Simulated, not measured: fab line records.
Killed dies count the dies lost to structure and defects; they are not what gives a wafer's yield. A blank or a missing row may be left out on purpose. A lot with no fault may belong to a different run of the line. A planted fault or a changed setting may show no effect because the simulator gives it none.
The tool behind it: which one?	flow gf180mcu	14 lots with 42 wafers sampled at 5 steps, on a route of 602 steps

## WHAT THE GAUGES READ, wafer by wafer
GF_NSD_CD_MEAS_07: the cd target is 400 nm.
lot	measured	on	cd nm (nm)
L966	day 13 08:41	cd sem-01	397.3 398.8 396.2
L967	day 13 16:03	cd sem-01	398.4 399.6 398.6
L969	day 14 07:27	cd sem-01	400.3 397.6 398.3
L971	day 14 23:32	cd sem-02	394.8 394.1 395.8
L973	day 15 20:29	cd sem-02	394.8 398.3 399.5
L974	day 16 00:41	cd sem-02	399.6 399.6 398.7
L978	day 17 12:29	cd sem-02	400.3 399.4 400.1
L979	day 17 15:43	cd sem-02	400.3 401.7 399.9
L980	day 18 02:30	cd sem-01	397.3 397.7 397.4
L982	day 18 12:55	cd sem-02	398.7 396.8 398.7
L984	day 19 05:05	cd sem-01	398.2 398.2 397.7
L986	day 19 18:39	cd sem-01	398.2 397.7 400.5
L988	day 20 13:43	cd sem-02	403.2 400.7 402.9
L989	day 20 18:07	cd sem-01	401.4 403.6 404.7

GF_SAB_THK_MEAS_01.
lot	measured	on	SAB_CVD_00_THK (nm)
L966	day 14 05:14	film metro-02	49.0 49.8 50.4
L967	day 14 13:29	film metro-02	49.9 50.8 51.3
L969	day 15 05:19	film metro-03	49.5 49.1 50.3
L971	day 15 22:09	film metro-03	49.9 50.0 51.3
L973	day 16 19:26	film metro-01	49.2 50.6 50.6
L974	day 16 23:21	film metro-03	49.7 50.7 49.4
L978	day 18 12:32	film metro-02	48.6 48.7 48.9
L979	day 18 16:51	film metro-03	50.2 49.9 50.9
L980	day 19 04:26	film metro-01	49.0 49.7 50.0
L982	day 19 14:26	film metro-01	49.5 49.3 51.3
L984	day 20 07:20	film metro-02	48.9 48.8 51.0
L986	day 20 20:54	film metro-03	50.0 50.0 50.1
L988	day 21 15:53	film metro-01	50.5 50.6 50.8
L989	day 21 20:35	film metro-02	50.2 49.8 51.4

GF_CONTACT_CD_MEAS_14: the cd target is 220 nm.
lot	measured	on	cd nm (nm)
L966	day 16 00:44	cd sem-02	221.6 222.1 222.9
L967	day 16 09:45	cd sem-02	217.3 219.1 218.8
L969	day 17 01:01	cd sem-01	220.4 219.9 219.7
L971	day 17 19:23	cd sem-02	220.1 219.3 218.4
L973	day 18 17:56	cd sem-01	219.3 220.1 220.4
L974	day 18 23:07	cd sem-01	217.8 219.7 219.4
L978	day 20 16:03	cd sem-01	218.9 219.3 219.2
L979	day 20 19:50	cd sem-02	244.3 245.6 243.3
L980	day 21 08:28	cd sem-01	244.6 243.1 243.3
L982	day 21 17:59	cd sem-01	240.3 241.3 241.2
L984	day 22 10:35	cd sem-01	217.6 218.5 219.0
L986	day 22 21:45	cd sem-01	219.6 222.9 221.2
L988	day 23 15:50	cd sem-01	220.1 218.9 219.7
L989	day 23 20:14	cd sem-02	219.6 219.7 217.8

## EACH LOT AND THE TOOL THAT RAN IT (in order: tool; ch and the chambers of the sampled wafers; start)
lot	GF_CONTACT_CVD_02	GF_CONTACT_SOFTBAKE_10
L966	pecvd-02 ch 1,2, day 15 02:50	litho track-01 ch 0, day 15 13:00
L967	pecvd-02 ch 0,1, day 15 11:36	litho track-03 ch 0, day 15 22:00
L969	pecvd-03 ch 0,1, day 16 03:13	litho track-03 ch 0, day 16 14:00
L971	pecvd-02 ch 0,1,2, day 16 20:13	litho track-01 ch 0, day 17 07:00
L973	pecvd-02 ch 0,1, day 17 18:16	litho track-02 ch 0, day 18 06:00
L974	pecvd-03 ch 0,1,2, day 17 22:59	litho track-02 ch 0, day 18 11:00
L978	pecvd-02 ch 0,1,2, day 19 14:25	litho track-03 ch 0, day 20 03:00
L979	pecvd-02 ch 1,2, day 19 18:25	litho track-03 ch 0, day 20 07:00
L980	pecvd-03 ch 0,2, day 20 06:41	litho track-03 ch 0, day 20 19:00
L982	pecvd-01 ch 0,1,2, day 20 16:44	litho track-03 ch 0, day 21 05:00
L984	pecvd-01 ch 0,1,2, day 21 09:51	litho track-01 ch 0, day 21 22:00
L986	pecvd-02 ch 0,1,2, day 21 21:44	litho track-02 ch 0, day 22 10:00
L988	pecvd-02 ch 0,2, day 22 16:20	litho track-01 ch 0, day 23 04:00
L989	pecvd-03 ch 0,1,2, day 22 21:07	litho track-02 ch 0, day 23 08:00
- GF_CONTACT_CVD_02: deposits SiO2 from TEOS, target thk 860 nm, time 95.992 s.
- GF_CONTACT_SOFTBAKE_10: time 60 s.

## AS READ BY THE TOOLS THEMSELVES (means over the sampled wafers that have a number; for cases with no such wafer, the mark the record gives instead)
GF_CONTACT_CVD_02.
lot	tool	heater power w (W)	rf fwd power W (W)	susceptor temp C (C)
L966	pecvd-02	675	597.7	399.96
L967	pecvd-02	566	597.7	399.89
L969	pecvd-03	701	594.9	399.89
L971	pecvd-02	593	596.4	399.94
L973	pecvd-02	617	596.1	399.94
L974	pecvd-03	619	595.8	400.03
L978	pecvd-02	565	595.3	399.85
L979	pecvd-02	611	596.1	400.18
L980	pecvd-03	590	595.1	399.74
L982	pecvd-01	711	596.7	399.89
L984	pecvd-01	700	594.8	400.10
L986	pecvd-02	638	596.4	400.06
L988	pecvd-02	657	595.1	399.92
L989	pecvd-03	661	596.8	400.19

GF_CONTACT_SOFTBAKE_10.
lot	tool	heater power total W (W)	plate temp C (C)
L966	litho track-01	93.00	129.91
L967	litho track-03	93.10	130.16
L969	litho track-03	93.03	130.04
L971	litho track-01	93.08	130.08
L973	litho track-02	93.05	130.13
L974	litho track-02	93.06	129.96
L978	litho track-03	93.10	130.01
L979	litho track-03	99.70	137.21
L980	litho track-03	99.79	137.14
L982	litho track-03	99.75	137.27
L984	litho track-01	93.07	129.95
L986	litho track-02	93.00	130.04
L988	litho track-01	93.03	130.03
L989	litho track-02	93.05	130.13

## THE ANSWER, worked out from the rows above alone
Rule: usual is defined by the lots themselves. The widest of any qualifying gaps counts: lots, ordered by their means at a reading, are off when they make up no more than a third of the lots, leave a main group of 4 or more, and stand apart from it by 3 or more times the standard deviation of that group's means. A main group whose means are all the same, to the digits that the tables above print for the reading, isn't used. Also off: a lot with no number at a reading for which 4 or more lots have one. Any other lot the step has rows for is counted as sound. Order of review: gauges by route order, followed by the tools' own readings, for which a lot's mean as printed above is used. At the first step where some lot is off, the reading lying furthest off is the one used; lots without a number count as furthest.
Off: L979, L980, L982 (GF_CONTACT_CD_MEAS_14, cd nm). For the main group the mean is 219.6 nm and the standard deviation 1.1.
A tool fits if, at a process step before that reading, it ran every lot that is off, and no sound lot after the first of them. The gauges at GF_CONTACT_CD_MEAS_14 aren't tried: what is off there is off at GF_CONTACT_SOFTBAKE_10 too, on other tools, and a gauge's error can't cause that. One fits: litho track-03 at GF_CONTACT_SOFTBAKE_10. Its last sound lot is L978 (day 20 03:00), its first lot that is off L979 (day 20 07:00): a fault that began between those two fits.
The tool's own readings at GF_CONTACT_SOFTBAKE_10 bear it out: on the lots that are off they differ by more than 5 times the standard deviation of the sound lots' means. heater power total W reads 99.75 W there against 93.05 W on the sound lots; plate temp C reads 137.21 C there against 130.04 C on the sound lots.

## WHAT THE SIMULATOR PUT IN
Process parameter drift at GF_CONTACT_SOFTBAKE_10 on litho track-03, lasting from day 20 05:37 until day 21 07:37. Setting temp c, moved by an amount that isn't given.
Struck lots among those shown: L979, L980, L982. The rule above found the same.
